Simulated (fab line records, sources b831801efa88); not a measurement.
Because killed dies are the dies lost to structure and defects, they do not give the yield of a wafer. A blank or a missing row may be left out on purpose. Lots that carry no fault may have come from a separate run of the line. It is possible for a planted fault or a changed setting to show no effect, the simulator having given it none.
What tool caused it? | flow gf180mcu | 13 lots with 39 wafers sampled at 6 steps, on a route of 602 steps

WHAT EACH GAUGE READ, for each wafer
GF_NSD_CD_MEAS_07: the cd target is 400 nm. Usual: 399.8 nm for cdNm, sd 1.9.
lot  | measured     | on       | cdNm (nm)         | flag
L529 | day 13 06:59 | cdSem-01 | 400.8 401.8 400.5 | 
L530 | day 13 19:05 | cdSem-02 | 399.5 400.9 400.8 | 
L532 | day 14 13:57 | cdSem-01 | 398.3 396.8 397.2 | 
L533 | day 15 03:07 | cdSem-02 | 403.6 402.4 402.5 | 
L543 | day 18 10:27 | cdSem-02 | 400.7 398.8 399.7 | 
L544 | day 18 19:32 | cdSem-01 | 399.9 399.2 398.4 | 
L545 | day 18 22:47 | cdSem-02 | 399.3 398.5 400.1 | 
L546 | day 19 05:03 | cdSem-02 | 398.1 397.8 401.6 | 
L547 | day 19 16:58 | cdSem-01 | 399.4 400.9 398.8 | 
L548 | day 20 03:38 | cdSem-01 | 400.2 398.6 400.6 | 
L549 | day 20 08:43 | cdSem-01 | 402.3 401.2 402.6 | 
L550 | day 20 13:26 | cdSem-01 | 401.8 400.4 400.4 | 
L552 | day 21 07:58 | cdSem-02 | 399.2 397.9 398.5 | 

GF_PSD_OVL_MEAS_08. Usual: PSD_OVL typically reads -0.7 nm, with standard deviation 1.4.
lot  | measured     | on         | PSD_OVL (nm)   | flag
L529 | day 14 03:51 | overlay-01 | 0.0 -1.5 -1.8  | 
L530 | day 14 16:22 | overlay-02 | -0.9 -1.9 -2.1 | 
L532 | day 15 11:48 | overlay-01 | 0.5 -0.9 -0.8  | 
L533 | day 16 01:34 | overlay-01 | -1.1 -0.4 -0.5 | 
L543 | day 19 11:31 | overlay-01 | -1.0 -1.1 0.1  | 
L544 | day 19 20:16 | overlay-02 | 0.0 0.1 -0.5   | 
L545 | day 19 23:45 | overlay-01 | -0.6 -0.5 -1.1 | 
L546 | day 20 06:31 | overlay-01 | -0.7 -3.2 -3.0 | 
L547 | day 20 17:06 | overlay-01 | -2.7 -1.3 -1.1 | 
L548 | day 21 03:37 | overlay-02 | -1.5 1.4 0.0   | 
L549 | day 21 09:25 | overlay-01 | -2.6 -1.9 -1.7 | 
L550 | day 21 13:34 | overlay-01 | -1.4 -0.2 0.8  | 
L552 | day 22 07:49 | overlay-01 | 1.1 0.6 0.4    | 

GF_PSD_RS_MEAS_14: measures by four-point-probe. Usual: NSD_RS typically reads 46.09 ohm/sq, with standard deviation 0.078.
lot  | measured     | on           | NSD_RS (ohm/sq)   | flag
L529 | day 14 04:20 | filmMetro-03 | 45.99 46.10 46.04 | 
L530 | day 14 16:52 | filmMetro-02 | 46.03 46.25 46.09 | 
L532 | day 15 12:17 | filmMetro-03 | 43.30 43.38 43.40 | OFF
L533 | day 16 02:03 | filmMetro-02 | 43.44 43.48 43.46 | OFF
L543 | day 19 12:00 | filmMetro-01 | 46.16 46.10 46.02 | 
L544 | day 19 20:46 | filmMetro-01 | 46.01 46.07 45.98 | 
L545 | day 20 00:14 | filmMetro-02 | 46.14 46.14 46.25 | 
L546 | day 20 07:00 | filmMetro-01 | 46.18 46.06 46.12 | 
L547 | day 20 17:36 | filmMetro-02 | 46.02 46.06 46.04 | 
L548 | day 21 04:16 | filmMetro-01 | 46.15 46.06 46.01 | 
L549 | day 21 09:54 | filmMetro-02 | 46.11 46.08 45.95 | 
L550 | day 21 14:02 | filmMetro-02 | 46.12 46.09 46.00 | 
L552 | day 22 08:19 | filmMetro-03 | 45.98 46.13 46.18 | 

GF_PSD_RS_MEAS_15: measures by four-point-probe. Usual: PSD_RS typically reads 108.51 ohm/sq, with standard deviation 0.3.
lot  | measured     | on           | PSD_RS (ohm/sq)      | flag
L529 | day 14 04:27 | filmMetro-03 | 108.67 108.64 108.54 | 
L530 | day 14 16:59 | filmMetro-02 | 108.39 108.71 108.28 | 
L532 | day 15 12:24 | filmMetro-03 | 100.80 100.96 101.11 | OFF
L533 | day 16 02:10 | filmMetro-02 | 100.16 100.25 100.01 | OFF
L543 | day 19 12:07 | filmMetro-01 | 108.56 108.73 108.40 | 
L544 | day 19 20:53 | filmMetro-01 | 108.18 108.26 108.25 | 
L545 | day 20 00:21 | filmMetro-02 | 108.61 108.94 108.86 | 
L546 | day 20 07:07 | filmMetro-01 | 108.95 108.90 108.33 | 
L547 | day 20 17:43 | filmMetro-02 | 108.62 108.74 108.48 | 
L548 | day 21 04:23 | filmMetro-01 | 108.41 107.95 108.13 | 
L549 | day 21 10:01 | filmMetro-02 | 108.28 108.03 108.04 | 
L550 | day 21 14:09 | filmMetro-02 | 108.54 108.58 108.65 | 
L552 | day 22 08:26 | filmMetro-03 | 108.23 108.24 108.03 | 

EACH LOT AND THE TOOL THAT RAN IT (in order: tool; ch and the chambers of the sampled wafers; start)
lot  | GF_HV_LDD_STRIP_37                  | GF_PSD_RTA_13
L529 | plasmaAsher-03 ch 0,1, day 11 13:30 | rtpAnneal-01 ch 0, day 14 04:15
L530 | plasmaAsher-01 ch 0,1, day 12 00:22 | rtpAnneal-02 ch 0, day 14 16:46
L532 | plasmaAsher-01 ch 0,1, day 12 16:52 | rtpAnneal-02 ch 0, day 15 12:12
L533 | plasmaAsher-04 ch 0,1, day 13 05:13 | rtpAnneal-02 ch 0, day 16 01:58
L543 | plasmaAsher-03 ch 0,1, day 16 08:40 | rtpAnneal-02 ch 0, day 19 11:55
L544 | plasmaAsher-01 ch 0,1, day 16 16:32 | rtpAnneal-02 ch 0, day 19 20:40
L545 | plasmaAsher-01 ch 1, day 16 18:46   | rtpAnneal-02 ch 0, day 20 00:08
L546 | plasmaAsher-04 ch 0,1, day 17 03:08 | rtpAnneal-01 ch 0, day 20 06:55
L547 | plasmaAsher-01 ch 0,1, day 17 14:14 | rtpAnneal-01 ch 0, day 20 17:31
L548 | plasmaAsher-04 ch 0,1, day 17 23:59 | rtpAnneal-02 ch 0, day 21 04:10
L549 | plasmaAsher-01 ch 0,1, day 18 05:29 | rtpAnneal-01 ch 0, day 21 09:49
L550 | plasmaAsher-04 ch 0,1, day 18 09:40 | rtpAnneal-02 ch 0, day 21 13:57
L552 | plasmaAsher-01 ch 0,1, day 19 03:44 | rtpAnneal-01 ch 0, day 22 08:14
- GF_HV_LDD_STRIP_37: strips in O2/N2.
- GF_PSD_RTA_13: time 20 s.

WHAT THE TOOLS THEMSELVES READ (means of the sampled wafers that have a number; where no wafer has one, the mark that the record gives instead)
GF_HV_LDD_STRIP_37. Usual: drypumpMotorCurrentA 5.5 A, standard deviation 0.48; heaterPowerW 330 W, standard deviation 11; oesProductAu 0.716 a.u., standard deviation 0.0047; stripTimeToEndpointS 12.62 s, standard deviation 0.036.
lot  | tool           | drypumpMotorCurrentA (A) | heaterPowerW (W) | oesProductAu (a.u.) | stripTimeToEndpointS (s) | flag
L529 | plasmaAsher-03 | 6.2                      | 330              | 0.710               | 12.61                    | 
L530 | plasmaAsher-01 | 5.3                      | 320              | 0.716               | 12.60                    | 
L532 | plasmaAsher-01 | 5.3                      | 327              | 0.717               | 12.57                    | 
L533 | plasmaAsher-04 | 5.2                      | 325              | 0.715               | 12.64                    | 
L543 | plasmaAsher-03 | 5.9                      | 336              | 0.717               | 12.63                    | 
L544 | plasmaAsher-01 | 5.3                      | 324              | 0.710               | 12.61                    | 
L545 | plasmaAsher-01 | 5.4                      | 345              | 0.718               | 12.57                    | 
L546 | plasmaAsher-04 | 5.4                      | 326              | 0.711               | 12.60                    | 
L547 | plasmaAsher-01 | 5.4                      | 335              | 0.718               | 12.66                    | 
L548 | plasmaAsher-04 | 5.2                      | 323              | 0.718               | 12.58                    | 
L549 | plasmaAsher-01 | 5.3                      | 332              | 0.718               | 12.61                    | 
L550 | plasmaAsher-04 | 5.5                      | 325              | 0.716               | 12.67                    | 
L552 | plasmaAsher-01 | 5.3                      | 327              | 0.715               | 12.70                    | 

GF_PSD_RTA_13. Usual: lampPowerPct 35.2 %, standard deviation 1.2; wafer_temp_C_max 1029.7, standard deviation 1.1.
lot  | tool         | lampPowerPct (%) | wafer_temp_C_max | flag
L529 | rtpAnneal-01 | 34.0             | 1028.8           | 
L530 | rtpAnneal-02 | 36.3             | 1030.3           | 
L532 | rtpAnneal-02 | 38.2             | 1030.0           | 
L533 | rtpAnneal-02 | 38.2             | 1030.8           | 
L543 | rtpAnneal-02 | 36.4             | 1030.5           | 
L544 | rtpAnneal-02 | 36.5             | 1029.7           | 
L545 | rtpAnneal-02 | 36.4             | 1029.6           | 
L546 | rtpAnneal-01 | 33.9             | 1028.9           | 
L547 | rtpAnneal-01 | 34.0             | 1028.4           | 
L548 | rtpAnneal-02 | 36.4             | 1031.9           | 
L549 | rtpAnneal-01 | 33.9             | 1029.2           | 
L550 | rtpAnneal-02 | 36.4             | 1029.8           | 
L552 | rtpAnneal-01 | 33.9             | 1028.6           | 

THE ANSWER, worked out from the rows above alone
Rule: a lot counts as off when the mean over its wafers that have a number is more than 3 standard deviations away from the usual mean. Also off: a lot with no number at a reading for which 4 or more lots have one. Where the step has rows for the other lots, those lots are counted as sound. The gauges are gone through in route order, then the tools' own readings, and for those a lot's mean is taken as printed above. At the first step where some lot is off, the reading lying furthest off is the one used; lots without a number count as furthest.
Off: at GF_PSD_RS_MEAS_14 (NSD_RS), L532, L533.
If a tool, at a process step before that reading, ran all the lots that are off and no sound lot after the first of them, it fits. Those tools and the gauges at GF_PSD_RS_MEAS_14 are tried in the same way. Of those tried, none fits.

WHAT THE SIMULATOR PUT IN
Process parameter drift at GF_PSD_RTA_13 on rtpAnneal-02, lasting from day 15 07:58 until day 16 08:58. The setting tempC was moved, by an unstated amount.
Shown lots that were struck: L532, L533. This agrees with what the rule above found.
